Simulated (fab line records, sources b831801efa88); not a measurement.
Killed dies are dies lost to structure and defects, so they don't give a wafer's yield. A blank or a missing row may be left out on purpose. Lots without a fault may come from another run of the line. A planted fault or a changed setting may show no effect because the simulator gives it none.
fab line records | flow gf180mcu
record lots=14 wafers=42 last_day=34
route steps=602 shown STI@15 M4@461 V4@480
lots that met no fault: from a run of the same line without faults
start_h: hours from the record's first day to the start of the lot's first wafer shown | wait_h: hours since the lot's step before | " the same as in the row above | L1.1+2: a row that stands for several wafers | - no value, or no start given | * or withheld: withheld | < > ~ a bound
route shown NAME@n: a module of which the file shows steps, and the number in the route of the first | usual: mean/standard deviation of fault-free wafers | same: alike in all rows | chamber/n: place in a boat | sites: the reading at each site | _std_site: their standard deviation | _edge_site: outer sites' mean less inner sites' | radius_mm: how far each site lies from the wafer's centre | mask NAME#n: copy n | behind: the tool/chamber that last shaped the wafer | hold: why the lot was held/for how many hours/how that ended | device: the transistor (n, p or np) that didn't switch | end of line: the same wafers' tests at the end of the route | a step without rows: its recipe alone | killed: dies lost to structure and defects at the first sort, not the wafer's yield | map: a wafer's dies, x killed, . not, _ none there
set.NAME: the setting as run; set.NAME@STEP: as run at that earlier step | model.NAME: the simulator's own value behind a step, which no gauge read
steps of the route over a sample of lots; a table a step, a row a wafer
services: from which hour (start_h, from the record's first day; less than 0 if before it) a tool's chamber was out of use, for how many hours, and why
## steps
# step GF_STI_ETCH_14
# recipe target=Si chemistry=HBr/Cl2/O2 target_depth_nm=360 icp_w=600 bias_w=150 pressure_mtorr=15 HBr_flow_sccm=150 Cl2_flow_sccm=40 O2_flow_sccm=6 time_s=102.9
# usual drypump_motor_current_A=5.6/0.46 he_backside_leak_sccm=2.53/0.29 oes_product_au=1.008/0.0099 run_length_s=131.2/0.39 throttle_valve_pct=25.650/0.012
# columns lot.wafer tool chamber start_h wait_h drypump_motor_current_A he_backside_leak_sccm oes_product_au rf_hours_counter_h run_length_s throttle_valve_pct
L460.2 rie_si-01 3 25.34 0.0 5.2 2.25 1.007 35 131.5 25.656
L460.3 " 2 " " 5.8 2.72 1.013 72 131.4 25.662
L460.6 " 1 " " 5.7 2.23 0.995 - 130.4 25.657
L461.1 rie_si-01 3 31.47 0.0 5.1 2.65 0.999 35 131.1 25.651
L461.2 " 0 " " 5.9 2.49 1.019 125 131.7 25.631
L461.3 " 2 " " 5.8 2.54 1.015 73 131.3 25.642
L462.2 rie_si-02 3 35.00 0.0 6.2 2.57 1.006 60 131.4 25.646
L462.3 " 1 " " 5.4 2.33 1.023 2 131.7 25.635
L462.6 " 3 " " 6.1 2.72 1.008 - 131.6 25.665
L463.4 rie_si-02 1 40.30 0.0 5.3 2.30 1.027 2 131.4 25.637
L463.5 " 3 " " 6.2 2.66 1.009 - 131.8 25.648
L463.6 " 2 " " 6.1 2.64 0.991 - 131.5 25.653
L464.1 rie_si-02 2 45.92 0.0 6.1 2.61 1.009 128 131.8 25.640
L464.2 " 1 " " 5.4 2.27 1.030 2 131.5 25.642
L464.5 " 2 " " 6.1 2.51 1.003 - 131.9 25.652
L466.2 rie_si-01 1 57.02 0.0 5.8 2.43 1.004 24 130.7 25.661
L466.4 " 2 " " 5.8 2.61 1.011 73 131.3 25.666
L466.5 " 1 " " 5.8 2.34 0.997 - 130.5 25.648
L469.3 rie_si-02 3 71.82 0.0 6.2 2.60 1.011 61 131.4 25.642
L469.4 " 0 " " 4.9 2.64 1.003 113 131.1 25.653
L469.6 " 1 " " 5.4 2.28 1.021 - 131.5 25.639
L470.2 rie_si-02 1 77.44 0.0 5.4 2.33 1.022 3 131.2 25.635
L470.4 " 0 " " 4.9 2.63 0.993 113 130.8 25.652
L470.6 " 1 " " 5.4 2.33 1.028 - 131.4 25.645
L473.2 rie_si-01 3 93.89 0.0 5.2 2.58 1.004 36 136.4 25.662
L473.4 " 1 " " 5.7 2.35 0.993 24 135.5 25.662
L473.6 " 1 " " 5.8 2.34 1.005 - 135.8 25.659
L476.3 rie_si-01 3 107.74 0.0 5.2 2.68 1.011 36 136.4 25.652
L476.5 " 1 " " 5.8 2.16 1.011 - 135.6 25.663
L476.6 " 0 " " 5.9 2.46 1.014 - 136.6 25.645
L477.1 rie_si-02 1 113.60 0.0 5.3 2.31 1.018 3 131.9 25.630
L477.2 " 0 " " 4.9 2.61 1.015 113 131.0 25.650
L477.3 " 3 " " 6.2 2.53 1.017 61 131.6 25.635
L478.1 rie_si-02 1 119.77 0.0 5.4 2.34 1.013 3 131.6 25.654
L478.3 " 2 " " 6.0 2.54 1.008 129 131.3 25.652
L478.5 " 0 " " 4.9 2.64 0.997 - 131.2 25.666
L481.2 rie_si-02 2 133.62 0.0 6.1 3.08 0.990 129 131.4 25.670
L481.3 " 1 " " 5.4 2.28 1.015 3 131.9 25.644
L481.5 " 3 " " 6.2 2.70 1.013 - 131.4 25.636
L483.1 rie_si-02 3 145.29 0.0 6.2 2.74 1.006 61 131.5 25.648
L483.3 " 1 " " 5.4 2.36 1.023 4 131.4 25.630
L483.4 " 0 " " 4.8 2.60 0.997 114 131.1 25.648
# step GF_M4_RS_MEAS_05
# recipe thk_meas_gauge=four-point-probe reads=TiN_of_M4_SPUTTER_04+Ti_of_M4_SPUTTER_03+AlCu_of_M4_SPUTTER_02+TiN_of_M4_SPUTTER_01+Ti_of_M4_SPUTTER_00
# usual M4_ALCU_RS=0.0692/0.001
# columns lot.wafer tool chamber start_h wait_h M4_ALCU_RS[ohm/sq]
L460.2 film_metro-03 - 513.87 0.0 0.0683
L460.3 " - " " 0.0681
L460.6 " - " " 0.0677
L461.1 film_metro-01 - 519.91 0.0 0.0690
L461.2 " - " " 0.0692
L461.3 " - " " 0.0684
L462.2 film_metro-01 - 533.71 0.0 0.0687
L462.3 " - " " 0.0684
L462.6 " - " " 0.0680
L463.4 film_metro-03 - 541.03 0.1 0.0690
L463.5 " - " " 0.0691
L463.6 " - " " 0.0692
L464.1 film_metro-03 - 548.58 0.0 0.0685
L464.2 " - " " 0.0681
L464.5 " - " " 0.0679
L466.2 film_metro-01 - 573.10 0.0 0.0695
L466.4 " - " " 0.0701
L466.5 " - " " 0.0697
L469.3 film_metro-03 - 589.69 0.1 0.0694
L469.4 " - " " 0.0702
L469.6 " - " " 0.0697
L470.2 film_metro-04 - 600.38 0.0 0.0693
L470.4 " - " " 0.0692
L470.6 " - " " 0.0692
L473.2 film_metro-03 - 627.74 0.0 0.0702
L473.4 " - " " 0.0697
L473.6 " - " " 0.0719
L476.3 film_metro-03 - 641.42 0.1 0.0712
L476.5 " - " " 0.0705
L476.6 " - " " 0.0704
L477.1 film_metro-03 - 651.97 0.0 0.0693
L477.2 " - " " 0.0693
L477.3 " - " " 0.0699
L478.1 film_metro-03 - 663.67 0.0 0.0680
L478.3 " - " " 0.0680
L478.5 " - " " 0.0687
L481.2 film_metro-04 - 680.02 0.0 0.0703
L481.3 " - " " 0.0694
L481.5 " - " " 0.0686
L483.1 film_metro-04 - 692.80 0.0 0.0699
L483.3 " - " " 0.0697
L483.4 " - " " 0.0715
# step GF_V4_CMP_04
# recipe material=SiO2 down_force_psi=4 platen_rpm=60 pad_velocity_m_s=0.94248
# usual motor_current_A=12.4/1.2 time_to_endpoint_s=79/6.4
# columns lot.wafer tool chamber start_h wait_h motor_current_A time_to_endpoint_s
L460.3 cmp-01 0 537.97 0.1 14.1 70
L460.2 " 2 " " 13.2 71
L460.6 " 0 " " 15.0 75
L461.2 cmp-02 3 543.22 0.0 12.7 89
L461.1 " 1 " " 12.3 81
L461.3 " 2 " " 12.0 79
L462.3 cmp-01 3 557.30 0.1 11.2 87
L462.2 " 0 " " 14.1 82
L462.6 " 2 " " 12.9 92
L463.4 cmp-02 0 564.47 0.0 12.3 84
L463.5 " 0 " " 12.6 80
L463.6 " 1 " " 11.6 82
L464.2 cmp-01 0 571.86 0.0 14.7 78
L464.1 " 2 " " 12.8 86
L464.5 " 0 " " 14.4 74
L466.2 cmp-01 0 595.15 0.0 15.0 68
L466.4 " 1 " " 11.6 86
L466.5 " 1 " " 10.8 78
L469.4 cmp-01 1 611.61 0.0 10.9 84
L469.3 " 2 " " 12.1 74
L469.6 " 2 " " 13.6 82
L470.2 cmp-01 1 621.97 0.1 11.7 81
L470.4 " 2 " " 13.3 79
L470.6 " 1 " " 11.2 80
L473.2 cmp-01 1 648.40 0.1 10.9 86
L473.4 " 2 " " 13.7 88
L473.6 " 1 " " 11.2 87
L476.3 cmp-02 1 662.43 0.2 12.4 74
L476.6 " 2 " " 12.1 78
L476.5 " 3 " " 12.5 79
L477.1 cmp-01 1 672.81 0.1 11.5 77
L477.2 " 2 " " 12.9 81
L477.3 " 0 " " 14.2 65
L478.3 cmp-01 3 684.11 0.0 11.2 80
L478.1 " 1 " " 11.5 72
L478.5 " 3 " " 11.4 80
L481.3 cmp-01 2 699.35 0.1 13.9 82
L481.2 " 0 " " 14.0 72
L481.5 " 1 " " 11.7 86
L483.1 cmp-01 1 712.03 0.2 11.8 85
L483.4 " 3 " " 10.9 76
L483.3 " 0 " " 15.1 76
# step GF_V4_SPUTTER_22
# recipe material=TiN target_thk_nm=10 chamber_pressure_pa=5 power_w=4000 time_s=40
# usual throttle_valve_pct=30.3/1.1
# columns lot.wafer tool chamber start_h wait_h throttle_valve_pct
L460.2 pvd_sputter-04 - 561.87 0.0 29.3
L460.3 " - " " 29.8
L460.6 " - " " 31.0
L461.1 pvd_sputter-04 - 566.43 0.0 28.3
L461.2 " - " " 31.1
L461.3 " - " " 29.6
L462.2 pvd_sputter-01 - 580.94 0.0 30.7
L462.3 " - " " 30.4
L462.6 " - " " 30.7
L463.4 pvd_sputter-04 - 587.80 0.0 29.5
L463.5 " - " " 31.0
L463.6 " - " " 29.1
L464.1 pvd_sputter-02 - 594.89 0.0 29.9
L464.2 " - " " 32.7
L464.5 " - " " 32.5
L466.2 pvd_sputter-02 - 617.52 0.0 30.1
L466.4 " - " " 29.7
L466.5 " - " " 30.1
L469.3 pvd_sputter-02 - 633.73 0.0 29.8
L469.4 " - " " 29.6
L469.6 " - " " 32.3
L470.2 pvd_sputter-04 - 643.24 0.0 29.7
L470.4 " - " " 29.2
L470.6 " - " " 28.5
L473.2 pvd_sputter-04 - 669.44 0.0 29.6
L473.4 " - " " 30.7
L473.6 " - " " 28.4
L476.3 pvd_sputter-02 - 682.26 0.0 29.9
L476.5 " - " " 29.7
L476.6 " - " " 32.4
L477.1 pvd_sputter-01 - 692.37 0.0 29.6
L477.2 " - " " 30.6
L477.3 " - " " 31.2
L478.1 pvd_sputter-02 - 704.30 0.0 30.5
L478.3 " - " " 30.1
L478.5 " - " " 32.8
L481.2 pvd_sputter-01 - 718.52 0.0 29.5
L481.3 " - " " 30.9
L481.5 " - " " 30.6
L483.1 pvd_sputter-04 - 731.76 0.0 29.4
L483.3 " - " " 28.3
L483.4 " - " " 30.8
## services
# columns tool chamber start_h hours kind
cmp-01 - 10.37 17.6 pm
cmp-01 - 27.93 8.2 pm
cmp-01 - 41.87 12.1 repair
cmp-01 - 57.09 2.6 repair
cmp-01 - 64.09 4.0 pm
cmp-01 - 98.66 4.4 repair
cmp-01 - 114.07 0.4 repair
cmp-01 - 145.67 0.9 repair
cmp-01 - 174.10 18.6 repair
rie_si-02 2 192.65 1.1 repair
rie_si-02 3 231.71 1.3 repair
rie_si-02 0 304.01 2.4 repair
cmp-01 - 329.07 1.6 repair
cmp-01 - 380.27 3.6 pm
cmp-01 - 384.10 0.3 repair
cmp-01 - 389.12 0.8 repair
cmp-01 - 404.09 4.0 pm
cmp-01 - 465.69 1.8 repair
cmp-01 - 533.07 3.1 repair
cmp-01 - 542.79 6.9 pm
cmp-01 - 554.68 2.5 repair
cmp-01 - 584.73 0.4 repair
cmp-01 - 721.27 1.6 repair
cmp-01 - 729.60 1.8 repair
## key
first_sign step=GF_STI_ETCH_14 reading=run_length_s direction=up sigmas=12 usual=* struck=*
effect none on later readings
met_at GF_STI_ETCH_14
struck_lots L473,L476
tester_left_out L473,L476
not_acting_at GF_M4_RS_MEAS_05,GF_V4_CMP_04,GF_V4_SPUTTER_22
onset_between 57.02 93.89
fault kind=process_parameter_drift tool=rie_si-01 chamber=- onset_h=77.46 steps=GF_STI_ETCH_14 channel=time_s offset=* shape=step end_h=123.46 acts_in=* stated=*
# tester_left_out: of these lots the tester's yield and bins aren't shown, on N5 and GAA mostly nor the transistor test; their killed dies are dies lost to structure and defects alone, not to doping, threshold or leakage, so they don't give the yield
